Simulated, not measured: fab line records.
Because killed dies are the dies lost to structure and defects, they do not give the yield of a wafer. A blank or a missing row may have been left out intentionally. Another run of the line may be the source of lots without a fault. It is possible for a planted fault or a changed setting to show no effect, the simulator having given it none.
Which of the tools did it? | flow gf180mcu | Sampling: 9 lots, 27 wafers, 6 of 602 route steps

## WHAT THE GAUGES READ, wafer by wafer
GF_V3_THK_MEAS_25: measures by xrf.
lot  | measured     | on            | V3_W_THK (nm)
L210 | day 23 04:14 | film metro-02 | 352 355 352
L212 | day 23 22:37 | film metro-03 | 351 348 345
L216 | day 25 09:01 | film metro-04 | 345 337 340
L221 | day 26 23:58 | film metro-03 | 349 351 349
L226 | day 28 06:49 | film metro-02 | 354 358 347
L225 | day 28 07:26 | film metro-04 | 350 349 347
L229 | day 29 01:47 | film metro-04 | 347 343 349
L230 | day 29 16:18 | film metro-02 | 347 350 345
L231 | day 29 19:21 | film metro-04 | 350 349 345

GF_MIM_RS_MEAS_10: the measuring method here is four-point-probe.
lot  | measured     | on            | MIM_ALCU_RS (ohm/sq)
L210 | day 25 04:01 | film metro-01 | 0.1582 0.1586 0.1570
L212 | day 25 21:13 | film metro-03 | 0.1596 0.1643 0.1642
L216 | day 27 07:16 | film metro-01 | 0.1634 0.1610 0.1608
L221 | day 28 19:38 | film metro-01 | 0.1590 0.1618 0.1619
L226 | day 30 00:11 | film metro-02 | 0.1983 0.1930 0.1969
L225 | day 30 01:05 | film metro-02 | 0.1991 0.1977 0.2018
L229 | day 30 18:31 | film metro-02 | 0.1633 0.1606 0.1642
L230 | day 31 08:26 | film metro-02 | 0.1631 0.1637 0.1610
L231 | day 31 11:35 | film metro-02 | 0.1613 0.1671 0.1626

GF_MIM_THK_MEAS_11: measures by xrf.
lot  | measured     | on            | MIM_ALCU_THK (nm)
L210 | day 25 04:08 | film metro-01 | 203 203 206
L212 | day 25 21:20 | film metro-03 | 205 200 199
L216 | day 27 07:23 | film metro-01 | 198 202 203
L221 | day 28 19:45 | film metro-01 | 205 202 202
L226 | day 30 00:17 | film metro-02 | 165 169 166
L225 | day 30 01:12 | film metro-02 | 164 165 163
L229 | day 30 18:37 | film metro-02 | 200 200 197
L230 | day 31 08:34 | film metro-02 | 200 199 204
L231 | day 31 11:43 | film metro-02 | 201 195 201

## TOOL THAT RAN EACH LOT (tool first, then ch and the chambers of the sampled wafers, then the start)
lot  | GF_M4_SPUTTER_00             | GF_V4_ETCH_16                      | GF_MIM_SPUTTER_08
L210 | pvd sputter-04, day 23 04:44 | rie diel-01 ch 0,3, day 25 02:14   | pvd sputter-02, day 25 03:56
L212 | pvd sputter-01, day 23 22:59 | rie diel-01 ch 1,2, day 25 19:26   | pvd sputter-03, day 25 21:09
L216 | pvd sputter-04, day 25 09:23 | rie diel-01 ch 1,2,3, day 27 05:29 | pvd sputter-03, day 27 07:12
L221 | pvd sputter-02, day 27 00:20 | rie diel-01 ch 1,3, day 28 17:50   | pvd sputter-02, day 28 19:35
L226 | pvd sputter-01, day 28 07:09 | rie diel-03 ch 0,1,2, day 29 22:19 | pvd sputter-02, day 30 00:05
L225 | pvd sputter-02, day 28 07:48 | rie diel-04 ch 1,2, day 29 23:16   | pvd sputter-02, day 30 01:02
L229 | pvd sputter-02, day 29 02:15 | rie diel-01 ch 1,2,3, day 30 16:36 | pvd sputter-01, day 30 18:24
L230 | pvd sputter-02, day 29 16:52 | rie diel-01 ch 2,3, day 31 06:40   | pvd sputter-01, day 31 08:23
L231 | pvd sputter-01, day 29 19:43 | rie diel-03 ch 1,2,3, day 31 09:49 | pvd sputter-01, day 31 11:32
- GF_M4_SPUTTER_00: material Ti, target thk 37.5 nm, time 150 s.
- GF_V4_ETCH_16: etches BARC in N2/H2.
- GF_MIM_SPUTTER_08: material AlCu, target thk 200 nm, time 10.6 s.

## AS READ BY THE TOOLS THEMSELVES (means over the sampled wafers that have a number; for cases with no such wafer, the mark the record gives instead)
GF_M4_SPUTTER_00.
lot  | tool           | cathode dc power W (W) | chamber pressure pa (Pa) | throttle valve pct (%)
L210 | pvd sputter-04 | 3999.7                 | 1.999                    | 30.5
L212 | pvd sputter-01 | 4000.1                 | 1.998                    | 29.9
L216 | pvd sputter-04 | 4000.4                 | 1.999                    | 30.4
L221 | pvd sputter-02 | 3999.4                 | 2.002                    | 29.7
L226 | pvd sputter-01 | 4000.4                 | 1.999                    | 29.9
L225 | pvd sputter-02 | 3999.9                 | 2.001                    | 29.7
L229 | pvd sputter-02 | 3999.6                 | 1.999                    | 30.1
L230 | pvd sputter-02 | 4000.3                 | 2.000                    | 30.6
L231 | pvd sputter-01 | 3999.9                 | 1.995                    | 29.7

GF_V4_ETCH_16.
lot  | tool        | chamber pressure mTorr (mTorr) | drypump motor current A (A) | oes product au (a.u.) | rf fwd power W (W) | throttle valve pct (%)
L210 | rie diel-01 | 29.99                          | 6.0                         | 0.856                 | 493.9              | 13.221
L212 | rie diel-01 | 30.01                          | 6.1                         | 0.854                 | 496.1              | 13.224
L216 | rie diel-01 | 30.01                          | 6.2                         | 0.853                 | 495.0              | 13.221
L221 | rie diel-01 | 29.98                          | 6.1                         | 0.852                 | 493.5              | 13.223
L226 | rie diel-03 | 30.01                          | 6.1                         | 0.852                 | 495.9              | 13.218
L225 | rie diel-04 | 30.03                          | 5.5                         | 0.856                 | 496.5              | 13.223
L229 | rie diel-01 | 30.01                          | 6.2                         | 0.852                 | 494.1              | 13.227
L230 | rie diel-01 | 29.99                          | 6.4                         | 0.856                 | 496.3              | 13.226
L231 | rie diel-03 | 30.01                          | 5.8                         | 0.855                 | 496.1              | 13.222

GF_MIM_SPUTTER_08.
lot  | tool           | cathode dc power W (W) | chamber pressure pa (Pa) | throttle valve pct (%)
L210 | pvd sputter-02 | 10600                  | 0.4005                   | 30.5
L212 | pvd sputter-03 | 10600                  | 0.4007                   | 29.3
L216 | pvd sputter-03 | 10601                  | 0.3999                   | 29.1
L221 | pvd sputter-02 | 10600                  | 0.4004                   | 30.0
L226 | pvd sputter-02 | 10600                  | 0.4010                   | 30.1
L225 | pvd sputter-02 | 10602                  | 0.3989                   | 29.6
L229 | pvd sputter-01 | 10599                  | 0.4008                   | 30.3
L230 | pvd sputter-01 | 10600                  | 0.4002                   | 30.2
L231 | pvd sputter-01 | 10601                  | 0.4001                   | 30.0

## THE ANSWER, worked out from the rows above alone
Rule: what is usual is taken from the lots themselves. Put in order of their means at a reading, lots are off if they are a third of the lots or fewer, leave a main group of 4 or more, and stand apart from it by a gap of 3 or more times the standard deviation of the main group's means; of several such gaps the widest counts. The tables above print the reading to a certain number of digits; a main group whose means all agree to those digits is not used. A lot without any number at a reading at which 4 lots or more have one is off too. Where the step has rows for the other lots, those lots are counted as sound. First the gauges in route order, then the tools' own readings, where a lot's mean is used as printed above. At the first step where some lot is off, the reading lying furthest off is the one used; lots without a number count as furthest.
Off: L226, L225, at GF_MIM_RS_MEAS_10 (MIM_ALCU_RS). The main group has a mean of 0.1617 ohm/sq with a standard deviation of 0.0018.
If a tool, at a process step before that reading, ran all the lots that are off and no sound lot after the first of them, it fits. Those tools and the gauges at GF_MIM_RS_MEAS_10 are tried in the same way. One fits: GF_MIM_SPUTTER_08 on pvd sputter-02. Its last sound lot is L221 (day 28 19:35), its first lot that is off L226 (day 30 00:05): a fault that began between those two fits.

## WHAT THE SIMULATOR PUT IN
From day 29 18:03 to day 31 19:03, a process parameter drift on pvd sputter-02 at GF_MIM_SPUTTER_08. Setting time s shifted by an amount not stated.
Shown lots that were struck: L226, L225. The rule given above showed the same thing.
